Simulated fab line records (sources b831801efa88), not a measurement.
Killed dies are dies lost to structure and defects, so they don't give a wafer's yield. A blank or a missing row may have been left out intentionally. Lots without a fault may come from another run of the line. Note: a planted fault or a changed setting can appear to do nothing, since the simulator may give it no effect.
fab line records	flow sfq-line
record: lots: 5	wafers: 27
route steps=325 shown R5@214 C5@247 I6@277 I7@296 M8@320
start-h: start of the lot's first displayed wafer, in hours after the record's first day	wait-h: hours elapsed since this lot's preceding step	" unchanged from the row above	L1.1+2: a single row standing in for several wafers	- value missing, or start not given	* or withheld: withheld	< > ~ a bound
route shown NAME@n: NAME is a module with steps in the file, n the number in the route of the first one	usual: average and standard deviation across the fault-free wafers	same: alike in all rows	chamber/n: place in a boat	sites: each site's reading	_std_site: the values' standard deviation	_edge_site: outer sites' mean less inner sites'	radius-mm: for every site, how far away it sits from the centre of the wafer	mask NAME#n: copy n	behind: tool/chamber where the wafer was last shaped	hold: the reason the lot was held/the length of the hold in hours/how it ended	device: transistor that didn't switch, given as n, p or np	end of line: tests of these same wafers at the route's end	step lacking rows: just its recipe	killed: dies that structure and defects cost at the first sort, which is not the same as the wafer's yield	map: per-die view of a wafer (x killed, . not killed, _ where there is no die)
set.NAME: the setting as run; set.NAME@STEP: as run at that earlier step	model.NAME: the simulator's own value behind a step, which no gauge read
lots whose settings were changed on purpose; a table a step, a row a wafer
== steps ==
step: SFQ_TRILAYER_R5_DEP_SPUTTER_134
recipe: material: Ti	base-pressure-pa: 1.33e-06	target-thk-nm: 5	power-w: 2000	time-s: 5	chamber-pressure-pa: 0.4
lot.wafer	tool	chamber	start-h	wait-h	set.time-s	model.Ti_of_TRILAYER_R5_DEP_SPUTTER_134.thk-nm
L075.1	pvd-sputter-04	-	1484.67	0.0	4.089	3.909
L075.2	"	-	"	"	5	4.765
L075.3	"	-	"	"	4.089	3.871
L075.4	"	-	"	"	4.089	4.118
L075.5	"	-	"	"	5	5.015
L075.6	"	-	"	"	5	4.796
L078.1	pvd-sputter-04	-	1492.47	0.0	5	5.036
L078.2	"	-	"	"	6.085	6.357
L078.3	"	-	"	"	5	4.908
L078.4	"	-	"	"	6.085	6.052
L078.5	"	-	"	"	5	4.838
L078.6	"	-	"	"	6.085	5.969
L079.1	pvd-sputter-04	-	1497.35	0.0	3.703	3.614
L079.2	"	-	"	"	5	5.082
L079.3	"	-	"	"	3.703	3.674
L079.4	"	-	"	"	3.703	3.569
L079.5	"	-	"	"	5	4.783
L079.6	"	-	"	"	5	4.808
L080.1	pvd-sputter-04	-	1509.35	0.0	5	4.812
L080.3	"	-	"	"	5	4.871
L080.6	"	-	"	"	5	4.837
L082.1	pvd-sputter-04	-	1518.35	0.0	5	4.757
L082.2	"	-	"	"	3.812	3.682
L082.3	"	-	"	"	5	5.106
L082.4	"	-	"	"	3.812	3.625
L082.5	"	-	"	"	5	4.887
L082.6	"	-	"	"	3.812	3.627
step: SFQ_TRILAYER_C5_BARC_OPEN_VIA_ETCH_210
recipe: mask-material: PR	chemistry: O2	target-depth-nm: 125	target: BARC	source-w: 500	bias-w: 80	pressure-mtorr: 30	time-s: 41.7
usual: oes-product-au: 0.685/0.0041
lot.wafer	tool	chamber	start-h	wait-h	set.time-s	oes-product-au	model.KrF_of_TRILAYER_C5_LITHO_COAT_151.thk-nm
L075.1	rie-diel-03	1	1631.82	0.0	65.09	0.640	553.2
L075.2	"	3	"	"	41.7	0.685	579.2
L075.3	"	0	"	"	65.09	0.645	555.5
L075.4	"	3	"	"	41.7	0.687	578.7
L075.5	"	1	"	"	41.7	0.689	579.5
L075.6	"	0	"	"	65.09	0.638	554.7
L078.1	rie-diel-02	1	1758.62	0.0	41.7	0.688	575
L078.2	"	2	"	"	41.7	0.680	577.5
L078.3	"	0	"	"	41.7	0.686	574.9
L078.4	"	3	"	"	41.7	0.683	573.4
L078.5	"	3	"	"	41.7	0.683	574.4
L078.6	"	0	"	"	41.7	0.683	573.9
L079.1	rie-diel-02	0	1763.48	0.0	62.5	0.635	552.7
L079.2	"	1	"	"	62.5	0.644	555.9
L079.3	"	3	"	"	41.7	0.694	578.1
L079.4	"	2	"	"	41.7	0.687	579
L079.5	"	3	"	"	62.5	0.643	551.8
L079.6	"	0	"	"	41.7	0.682	577.4
L080.1	rie-diel-03	3	1765.88	0.0	41.7	0.684	579.8
L080.3	"	2	"	"	41.7	0.691	580.1
L080.6	"	2	"	"	41.7	0.684	579.7
L082.1	rie-diel-04	2	1768.28	0.0	41.7	0.683	577.6
L082.2	"	0	"	"	19.94	0.975	603.9
L082.3	"	3	"	"	19.94	1.007	601.2
L082.4	"	1	"	"	41.7	0.680	579.1
L082.5	"	3	"	"	41.7	0.687	577
L082.6	"	0	"	"	19.94	0.983	602.6
step: SFQ_TRILAYER_I6_VIA_BARC_OPEN_VIA_ETCH_235
recipe: mask-material: PR	chemistry: O2	target-depth-nm: 125	target: BARC	source-w: 500	bias-w: 80	pressure-mtorr: 30	time-s: 41.7
usual: oes-product-au: 0.685/0.0048
lot.wafer	tool	chamber	start-h	wait-h	set.time-s	oes-product-au	model.KrF_of_TRILAYER_I6_VIA_LITHO_COAT_169.thk-nm
L075.1	rie-diel-01	3	1848.93	0.0	41.7	0.690	575.3
L075.2	"	0	"	"	41.7	0.687	575.4
L075.3	"	2	"	"	41.7	0.681	573.4
L075.4	"	1	"	"	41.7	0.691	571.9
L075.5	"	2	"	"	41.7	0.682	574.1
L075.6	"	3	"	"	41.7	0.678	574
L078.1	rie-diel-01	3	1878.06	0.0	61.64	0.633	549.6
L078.2	"	0	"	"	61.64	0.645	548.2
L078.3	"	1	"	"	41.7	0.686	571.7
L078.4	"	2	"	"	41.7	0.687	571.8
L078.5	"	0	"	"	41.7	0.687	573.3
L078.6	"	3	"	"	61.64	0.649	547.6
L079.1	rie-diel-02	3	1881.68	0.0	41.7	0.685	569.8
L079.2	"	0	"	"	41.7	0.688	569.5
L079.3	"	1	"	"	22.43	0.947	593.9
L079.4	"	1	"	"	41.7	0.686	570.5
L079.5	"	3	"	"	22.43	0.952	595.3
L079.6	"	0	"	"	22.43	0.947	594.8
L080.1	rie-diel-03	2	1884.08	0.0	41.7	0.684	574
L080.3	"	3	"	"	41.7	0.685	570.7
L080.6	"	1	"	"	41.7	0.692	576.9
L082.1	rie-diel-02	3	1887.26	0.0	41.7	0.690	570.4
L082.2	"	2	"	"	20.04	1.002	598.6
L082.3	"	0	"	"	41.7	0.681	570.6
L082.4	"	1	"	"	41.7	0.691	573.5
L082.5	"	3	"	"	20.04	1.005	598.7
L082.6	"	2	"	"	20.04	0.990	600.2
step: SFQ_TRILAYER_I6_VIA_ETCH_VIA_ETCH_172
recipe: target: SiO2	stop-on: Nb	mask-material: PR	taper-deg: 20	chemistry: CHF3	target-depth-nm: 260	source-w: 500	bias-w: 80	pressure-mtorr: 30	time-s: withheld
lot.wafer	tool	chamber	start-h	wait-h	set.time-s@TRILAYER_I6_VIA_BARC_OPEN_VIA_ETCH_235	model.KrF_of_TRILAYER_I6_VIA_LITHO_COAT_169.thk-nm
L075.1	rie-diel-01	3	1848.97	0.0	*	531.2
L075.2	"	0	"	"	*	531.8
L075.3	"	2	"	"	*	528.7
L075.4	"	1	"	"	*	525.6
L075.5	"	2	"	"	*	529.4
L075.6	"	3	"	"	*	529.7
L078.1	rie-diel-01	3	1878.10	0.0	*	505.3
L078.2	"	0	"	"	*	504.5
L078.3	"	1	"	"	*	525.2
L078.4	"	2	"	"	*	527
L078.5	"	0	"	"	*	529.6
L078.6	"	3	"	"	*	502.8
L079.1	rie-diel-02	3	1881.72	0.0	*	525.3
L079.2	"	0	"	"	*	524.2
L079.3	"	1	"	"	*	550
L079.4	"	1	"	"	*	526.4
L079.5	"	3	"	"	*	551
L079.6	"	0	"	"	*	549.3
L080.1	rie-diel-03	2	1884.12	0.0	*	529.8
L080.3	"	3	"	"	*	525.9
L080.6	"	1	"	"	*	533.8
L082.1	rie-diel-02	3	1887.30	0.0	*	525.6
L082.2	"	2	"	"	*	555.4
L082.3	"	0	"	"	*	524.8
L082.4	"	1	"	"	*	529
L082.5	"	3	"	"	*	553.8
L082.6	"	2	"	"	*	556.8
step: SFQ_TRILAYER_I7_DEP_PECVD_183
recipe: material: SiO2	temp-c: 150	time-s: 111.11	pressure-torr: 2.4	rf-w: 183.3	precursor: SiH4/N2O	target-thk-nm: 500
lot.wafer	tool	chamber	start-h	wait-h	set.time-s	model.SiO2_of_TRILAYER_I7_DEP_PECVD_183.thk-nm
L075.1	pecvd-01	2	1859.27	0.0	111.11	490
L075.2	"	1	"	"	111.11	502.5
L075.3	"	0	"	"	168	738.8
L075.4	"	0	"	"	168	756.6
L075.5	"	2	"	"	168	755.8
L075.6	"	1	"	"	111.11	505.7
L078.1	pecvd-04	1	1988.55	0.0	51.19	222.7
L078.2	"	2	"	"	111.11	495.1
L078.3	"	0	"	"	51.19	221.5
L078.4	"	0	"	"	51.19	230.7
L078.5	"	1	"	"	111.11	492.2
L078.6	"	2	"	"	111.11	505.4
L079.1	pecvd-01	0	1990.53	0.0	165.1	737.5
L079.2	"	1	"	"	165.1	745.9
L079.3	"	2	"	"	165.1	730.2
L079.4	"	0	"	"	111.11	507.6
L079.5	"	2	"	"	111.11	498.9
L079.6	"	1	"	"	111.11	511.5
L080.1	pecvd-04	1	1990.95	0.0	111.11	489.4
L080.3	"	0	"	"	111.11	495.5
L080.6	"	1	"	"	111.11	499.2
L082.1	pecvd-01	2	1993.35	0.0	163.8	721.2
L082.2	"	0	"	"	111.11	492.4
L082.3	"	1	"	"	111.11	499.8
L082.4	"	1	"	"	163.8	739.9
L082.5	"	0	"	"	111.11	500.5
L082.6	"	2	"	"	163.8	731.2
step: SFQ_TRILAYER_I7_CMP_CMP_184
recipe: material: SiO2	down-force-psi: 3	platen-rpm: 60	pad-velocity-m-s: 0.94248
usual: time-to-endpoint-s: 216/12
lot.wafer	tool	chamber	start-h	wait-h	set.time-s@TRILAYER_I7_DEP_PECVD_183	time-to-endpoint-s
L075.3	cmp-01	3	1859.35	0.0	168	392
L075.1	"	0	"	"	111.11	217
L075.4	"	1	"	"	168	399
L075.2	"	2	"	"	111.11	225
L075.6	"	3	"	"	111.11	222
L075.5	"	0	"	"	168	419
L078.2	cmp-02	0	1991.18	2.6	111.11	198
L078.1	"	1	"	"	51.19	18
L078.4	"	2	"	"	51.19	22
L078.3	"	3	"	"	51.19	11
L078.5	"	0	"	"	111.11	198
L078.6	"	1	"	"	111.11	214
L079.2	cmp-02	1	1994.18	3.6	165.1	395
L079.1	"	2	"	"	165.1	391
L079.4	"	3	"	"	111.11	211
L079.3	"	0	"	"	165.1	355
L079.6	"	1	"	"	111.11	223
L079.5	"	2	"	"	111.11	214
L080.3	cmp-02	1	1997.18	6.2	111.11	215
L080.1	"	3	1998.18	7.2	111.11	200
L080.6	"	2	1999.68	8.7	111.11	224
L082.1	cmp-02	3	2000.18	6.8	163.8	364
L082.2	"	0	"	"	111.11	196
L082.3	"	1	"	"	111.11	215
L082.4	"	2	"	"	163.8	404
L082.5	"	3	"	"	111.11	206
L082.6	"	0	"	"	163.8	361
step: SFQ_TRILAYER_M8_DEP_EVAP_198
recipe: material: Pt	angular-spread-deg: 1	target-thk-nm: 50	time-s: 250	power-w: 2000
lot.wafer	tool	chamber	start-h	wait-h	set.time-s	model.Pt_of_TRILAYER_M8_DEP_EVAP_198.thk-nm
L075.1	pvd-sputter-01	-	1990.85	0.0	340.9	68.15
L075.2	"	-	"	"	250	49.17
L075.3	"	-	"	"	250	48.66
L075.4	"	-	"	"	250	49.1
L075.5	"	-	"	"	340.9	67.97
L075.6	"	-	"	"	340.9	67.42
L078.1	pvd-sputter-02	-	2005.94	0.0	331.7	65.54
L078.2+3	"	-	"	"	331.7	66.89
L078.4	"	-	"	"	250	49.94
L078.5	"	-	"	"	250	50.5
L078.6	"	-	"	"	250	50.57
L079.1	pvd-sputter-01	-	2033.09	0.0	250	49.78
L079.2	"	-	"	"	138	26.88
L079.3	"	-	"	"	250	49.62
L079.4	"	-	"	"	138	27.46
L079.5	"	-	"	"	138	27.36
L079.6	"	-	"	"	250	49.52
L080.1	pvd-sputter-02	-	2171.20	0.0	250	50.56
L080.3	"	-	"	"	250	51.46
L080.6	"	-	"	"	250	51.09
L082.1	pvd-sputter-02	-	2173.60	0.0	250	49.81
L082.2	"	-	"	"	250	49.68
L082.3	"	-	"	"	250	49.18
L082.4	"	-	"	"	250	50.77
L082.5	"	-	"	"	250	50.52
L082.6	"	-	"	"	250	49.33
== key ==
split: step: SFQ_TRILAYER_R5_DEP_SPUTTER_134	setting: time-s	stated: 5	by: wafer
response: step: SFQ_TRILAYER_R5_DEP_SPUTTER_134	reading: model.Ti_of_TRILAYER_R5_DEP_SPUTTER_134.thk-nm	change: +0.0517	per: 1%	r: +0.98
split: step: SFQ_TRILAYER_C5_BARC_OPEN_VIA_ETCH_210	setting: time-s	stated: 41.7	by: wafer
response: step: SFQ_TRILAYER_C5_BARC_OPEN_VIA_ETCH_210	reading: oes-product-au	shape: bent	at-lowest: 0.988	at-stated: 0.685	at-highest: 0.641
response: step: SFQ_TRILAYER_C5_BARC_OPEN_VIA_ETCH_210	reading: model.KrF_of_TRILAYER_C5_LITHO_COAT_151.thk-nm	change: -0.467	per: 1%	r: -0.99
split: step: SFQ_TRILAYER_I6_VIA_BARC_OPEN_VIA_ETCH_235	setting: time-s	stated: 41.7	by: wafer
response: step: SFQ_TRILAYER_I6_VIA_BARC_OPEN_VIA_ETCH_235	reading: oes-product-au	shape: bent	at-lowest: 0.999	at-stated: 0.686	at-highest: 0.642
response: step: SFQ_TRILAYER_I6_VIA_BARC_OPEN_VIA_ETCH_235	reading: model.KrF_of_TRILAYER_I6_VIA_LITHO_COAT_169.thk-nm	change: -0.522	per: 1%	r: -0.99
response: step: SFQ_TRILAYER_I6_VIA_ETCH_VIA_ETCH_172	reading: model.KrF_of_TRILAYER_I6_VIA_LITHO_COAT_169.thk-nm	change: -0.526	per: 1%	r: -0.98
split: step: SFQ_TRILAYER_I7_DEP_PECVD_183	setting: time-s	stated: 111.11	by: wafer
response: step: SFQ_TRILAYER_I7_DEP_PECVD_183	reading: model.SiO2_of_TRILAYER_I7_DEP_PECVD_183.thk-nm	change: +4.92	per: 1%	r: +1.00
response: step: SFQ_TRILAYER_I7_CMP_CMP_184	reading: time-to-endpoint-s	change: *	per: 1%	r: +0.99
split: step: SFQ_TRILAYER_M8_DEP_EVAP_198	setting: time-s	stated: 250	by: wafer
response: step: SFQ_TRILAYER_M8_DEP_EVAP_198	reading: model.Pt_of_TRILAYER_M8_DEP_EVAP_198.thk-nm	change: +0.504	per: 1%	r: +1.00
